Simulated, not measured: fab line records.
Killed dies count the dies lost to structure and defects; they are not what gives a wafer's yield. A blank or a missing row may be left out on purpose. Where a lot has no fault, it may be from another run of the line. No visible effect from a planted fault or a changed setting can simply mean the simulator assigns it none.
The tool behind it: which one? -- flow sky130 -- Sampling: 12 lots, 36 wafers, 2 of 708 route steps

WHAT EACH GAUGE READ, for each wafer
SKY_VIA1_CD_MEAS_12: the cd target is 150 nm.
lot,measured,on,cdNm (nm)
L371,day 34 12:55,cdSem-02,151.1 149.0 150.2
L372,day 35 11:18,cdSem-02,146.1 143.8 144.3
L373,day 35 13:14,cdSem-02,144.7 147.0 146.0
L374,day 35 16:01,cdSem-01,146.8 147.3 147.2
L376,day 36 05:16,cdSem-02,150.3 150.8 149.3
L377,day 36 09:22,cdSem-02,149.8 151.5 149.9
L378,day 36 21:17,cdSem-02,148.3 147.5 146.9
L380,day 37 11:56,cdSem-01,152.6 149.6 150.7
L381,day 38 02:28,cdSem-02,151.4 153.5 152.0
L383,day 38 07:13,cdSem-01,152.3 152.6 150.8
L388,day 40 04:28,cdSem-02,149.0 150.6 149.6
L389,day 40 08:19,cdSem-01,148.5 149.6 150.0

WHICH TOOL RAN EACH LOT (tool, then ch and the chambers of the sampled wafers, then the start)
lot,SKY_METAL1_ETCH_18
L371,"rieMetal-04 ch 0,1, day 33 09:04"
L372,"rieMetal-02 ch 0, day 34 07:14"
L373,"rieMetal-03 ch 0, day 34 10:13"
L374,"rieMetal-03 ch 0,1, day 34 11:34"
L376,"rieMetal-03 ch 0,1, day 35 02:16"
L377,"rieMetal-03 ch 0,1, day 35 05:31"
L378,"rieMetal-02 ch 0,1, day 35 18:25"
L380,"rieMetal-04 ch 1, day 36 08:13"
L381,"rieMetal-03 ch 0,1, day 36 23:52"
L383,"rieMetal-04 ch 0, day 37 04:46"
L388,"rieMetal-02 ch 1, day 39 02:00"
L389,"rieMetal-02 ch 1, day 39 06:14"
- SKY_METAL1_ETCH_18: etches BARC in N2/H2, stops on SiO2, time 45.9 s, target depth 60 nm.

WHAT THE TOOLS THEMSELVES READ (means of the sampled wafers that have a number; where no wafer has one, the mark that the record gives instead)
SKY_METAL1_ETCH_18.
lot,tool,drypumpMotorCurrentA (A),oesProductAu (a.u.),throttleValvePct (%)
L371,rieMetal-04,6.5,0.852,13.231
L372,rieMetal-02,6.0,0.856,13.223
L373,rieMetal-03,5.4,0.851,13.223
L374,rieMetal-03,5.7,0.856,13.226
L376,rieMetal-03,5.9,0.852,13.222
L377,rieMetal-03,5.6,0.855,13.230
L378,rieMetal-02,6.2,0.855,13.228
L380,rieMetal-04,6.8,0.848,13.217
L381,rieMetal-03,5.7,0.854,13.221
L383,rieMetal-04,6.4,0.853,13.224
L388,rieMetal-02,6.6,0.854,13.223
L389,rieMetal-02,6.6,0.860,13.227

THE ANSWER, worked out from the rows above alone
Rule: the usual values come from the lots themselves. Put in order of their means at a reading, lots are off if they are a third of the lots or fewer, leave a main group of 4 or more, and stand apart from it by a gap of 3 or more times the standard deviation of the main group's means; of several such gaps the widest counts. If all means in a main group match to the digits the tables above print for the reading, that group is not used. Also off: a lot with no number at a reading for which 4 or more lots have one. Where the step has rows for the other lots, those lots are counted as sound. Order of review: gauges by route order, followed by the tools' own readings, for which a lot's mean as printed above is used. The first step at which some lot is off is used, and at that step the reading that is off furthest; a lot without a number counts as furthest.
None of the lots is off at any reading shown; this tells nothing.

WHAT THE SIMULATOR HAD PUT IN
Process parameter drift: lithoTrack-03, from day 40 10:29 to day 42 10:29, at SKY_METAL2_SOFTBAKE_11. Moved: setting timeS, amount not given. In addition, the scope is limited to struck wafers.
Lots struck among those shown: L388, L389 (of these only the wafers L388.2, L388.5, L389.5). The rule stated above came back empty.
